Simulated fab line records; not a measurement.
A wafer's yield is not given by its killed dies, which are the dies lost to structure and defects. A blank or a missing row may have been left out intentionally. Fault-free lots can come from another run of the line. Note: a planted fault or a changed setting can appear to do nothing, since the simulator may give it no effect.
The tool behind it: which one?    flow gf180mcu    14 lots with 42 wafers sampled at 4 steps, on a route of 602 steps

== WHAT EACH GAUGE READ, for each wafer ==
GF_M1_RS_MEAS_05: a four-point-probe measurement. Usual: M1_ALCU_RS gives 0.0698 ohm/sq (standard deviation 0.00063).
lot   measured      on             M1_ALCU_RS (ohm/sq)   flag
L678  day 16 22:26  film-metro-02  0.0703 0.0695 0.0697  
L680  day 17 13:49  film-metro-02  0.0695 0.0696 0.0695  
L684  day 18 16:44  film-metro-02  0.0699 0.0703 0.0703  
L685  day 19 09:35  film-metro-02  0.0696 0.0693 0.0697  
L686  day 19 15:47  film-metro-04  0.0701 0.0702 0.0706  
L689  day 20 14:09  film-metro-01  0.0689 0.0689 0.0685  
L691  day 21 08:50  film-metro-02  0.0694 0.0697 0.0700  
L693  day 21 23:55  film-metro-01  0.0690 0.0693 0.0689  
L694  day 22 10:54  film-metro-02  0.0686 0.0688 0.0689  
L695  day 22 14:58  film-metro-01  0.0690 0.0696 0.0689  
L697  day 23 08:00  film-metro-02  0.0699 0.0702 0.0701  
L698  day 23 14:55  film-metro-04  0.0698 0.0705 0.0697  
L699  day 23 22:47  film-metro-01  0.0694 0.0695 0.0693  
L700  day 24 07:35  film-metro-02  0.0684 0.0689 0.0691  

== EACH LOT AND THE TOOL THAT RAN IT (in order: tool; ch and the chambers of the sampled wafers; start) ==
lot   GF_SALICIDE_SPUTTER_02        GF_SALICIDE_RTA_06                GF_CONTACT_CVD_02
L678  pvd-sputter-04, day 15 21:37  rtp-anneal-02 ch 0, day 15 21:51  pecvd-01 ch 0,1,2, day 15 22:15
L680  pvd-sputter-04, day 16 12:10  rtp-anneal-01 ch 0, day 16 12:25  pecvd-01 ch 0,1,2, day 16 12:48
L684  pvd-sputter-02, day 17 14:25  rtp-anneal-02 ch 0, day 17 14:41  pecvd-01 ch 0,1, day 17 15:03
L685  pvd-sputter-02, day 18 06:53  rtp-anneal-02 ch 0, day 18 07:09  pecvd-03 ch 0,1,2, day 18 07:31
L686  pvd-sputter-02, day 18 12:43  rtp-anneal-01 ch 0, day 18 12:57  pecvd-01 ch 0,1,2, day 18 13:21
L689  pvd-sputter-02, day 19 11:45  rtp-anneal-01 ch 0, day 19 11:59  pecvd-01 ch 1,2, day 19 12:25
L691  pvd-sputter-01, day 20 06:04  rtp-anneal-01 ch 0, day 20 06:20  pecvd-01 ch 0,2, day 20 06:44
L693  pvd-sputter-01, day 20 21:06  rtp-anneal-02 ch 0, day 20 21:20  pecvd-04 ch 0,1, day 20 21:44
L694  pvd-sputter-01, day 21 06:29  rtp-anneal-02 ch 0, day 21 06:44  pecvd-01 ch 0,2, day 21 07:07
L695  pvd-sputter-04, day 21 12:17  rtp-anneal-01 ch 0, day 21 12:35  pecvd-01 ch 0,1,2, day 21 12:58
L697  pvd-sputter-02, day 22 06:18  rtp-anneal-02 ch 0, day 22 06:35  pecvd-04 ch 0,1,2, day 22 06:59
L698  pvd-sputter-04, day 22 13:20  rtp-anneal-02 ch 0, day 22 13:34  pecvd-01 ch 0,2, day 22 13:58
L699  pvd-sputter-02, day 22 20:13  rtp-anneal-02 ch 0, day 22 20:27  pecvd-01 ch 0,2, day 22 20:51
L700  pvd-sputter-02, day 23 06:13  rtp-anneal-01 ch 0, day 23 06:27  pecvd-04 ch 1,2, day 23 06:50
- GF_SALICIDE_SPUTTER_02: material Co, target thk 10 nm, time 20 s.
- GF_SALICIDE_RTA_06: time 30 s.
- GF_CONTACT_CVD_02: deposits SiO2 from TEOS, target thk 860 nm, time 95.992 s.

== WHAT THE TOOLS THEMSELVES READ (means of the sampled wafers that have a number; where no wafer has one, the mark that the record gives instead) ==
GF_SALICIDE_SPUTTER_02. Usual: chamber-pressure-pa 0.4000 Pa, standard deviation 0.00092; throttle-valve-pct 29.9 %, standard deviation 0.54.
lot   tool            chamber-pressure-pa (Pa)  throttle-valve-pct (%)  flag
L678  pvd-sputter-04  0.3994                    29.9                    
L680  pvd-sputter-04  0.4003                    30.2                    
L684  pvd-sputter-02  0.4000                    29.9                    
L685  pvd-sputter-02  0.4004                    29.5                    
L686  pvd-sputter-02  0.3991                    29.9                    
L689  pvd-sputter-02  0.4002                    30.0                    
L691  pvd-sputter-01  0.3999                    29.8                    
L693  pvd-sputter-01  0.4000                    29.8                    
L694  pvd-sputter-01  0.3991                    30.0                    
L695  pvd-sputter-04  0.3995                    29.9                    
L697  pvd-sputter-02  0.4005                    30.0                    
L698  pvd-sputter-04  0.4009                    30.2                    
L699  pvd-sputter-02  0.3999                    29.7                    
L700  pvd-sputter-02  0.3993                    29.9                    

GF_SALICIDE_RTA_06. Usual: lamp-power-pct 6.51 %, standard deviation 0.18; wafer_temp_C_max 533.5, standard deviation 0.88.
lot   tool           lamp-power-pct (%)  wafer_temp_C_max  flag
L678  rtp-anneal-02  6.32                534.0             
L680  rtp-anneal-01  6.69                532.8             
L684  rtp-anneal-02  5.24                488.8             OFF
L685  rtp-anneal-02  5.25                489.8             OFF
L686  rtp-anneal-01  6.69                533.1             
L689  rtp-anneal-01  6.69                533.5             
L691  rtp-anneal-01  6.68                532.9             
L693  rtp-anneal-02  6.32                534.8             
L694  rtp-anneal-02  6.32                534.6             
L695  rtp-anneal-01  6.69                532.7             
L697  rtp-anneal-02  6.32                534.5             
L698  rtp-anneal-02  6.32                534.2             
L699  rtp-anneal-02  6.32                533.7             
L700  rtp-anneal-01  6.68                532.7             

GF_CONTACT_CVD_02. Usual: heater-power-outer-w 361 W, standard deviation 82; heater-power-w 632 W, standard deviation 110; susceptor-temp-C 399.98 C, standard deviation 0.24.
lot   tool      heater-power-outer-w (W)  heater-power-w (W)  susceptor-temp-C (C)  flag
L678  pecvd-01  318                       565                 400.05                
L680  pecvd-01  348                       614                 400.11                
L684  pecvd-01  389                       655                 400.20                
L685  pecvd-03  386                       688                 400.26                
L686  pecvd-01  315                       570                 399.96                
L689  pecvd-01  303                       541                 399.95                
L691  pecvd-01  276                       525                 399.99                
L693  pecvd-04  456                       752                 399.83                
L694  pecvd-01  318                       576                 400.22                
L695  pecvd-01  337                       601                 399.93                
L697  pecvd-04  388                       676                 399.92                
L698  pecvd-01  360                       633                 399.89                
L699  pecvd-01  381                       651                 399.94                
L700  pecvd-04  333                       599                 399.79                

== THE ANSWER, worked out from the rows above alone ==
Rule: a lot is off if the mean of its wafers that have a number lies more than 3 standard deviations from the usual mean. A lot without any number at a reading at which 4 lots or more have one is off too. Where the step has rows for the other lots, those lots are counted as sound. First the gauges in route order, then the tools' own readings, where a lot's mean is used as printed above. The first step at which some lot is off is used, and at that step the reading that is off furthest; a lot without a number counts as furthest.
Off at GF_SALICIDE_RTA_06 (wafer_temp_C_max): L684, L685.
If a tool, at that step or one of the process steps before it, ran each lot that is off and ran no sound lot following the first of them, it fits. None of those tried fits.

== WHAT WAS PUT IN BY THE SIMULATOR ==
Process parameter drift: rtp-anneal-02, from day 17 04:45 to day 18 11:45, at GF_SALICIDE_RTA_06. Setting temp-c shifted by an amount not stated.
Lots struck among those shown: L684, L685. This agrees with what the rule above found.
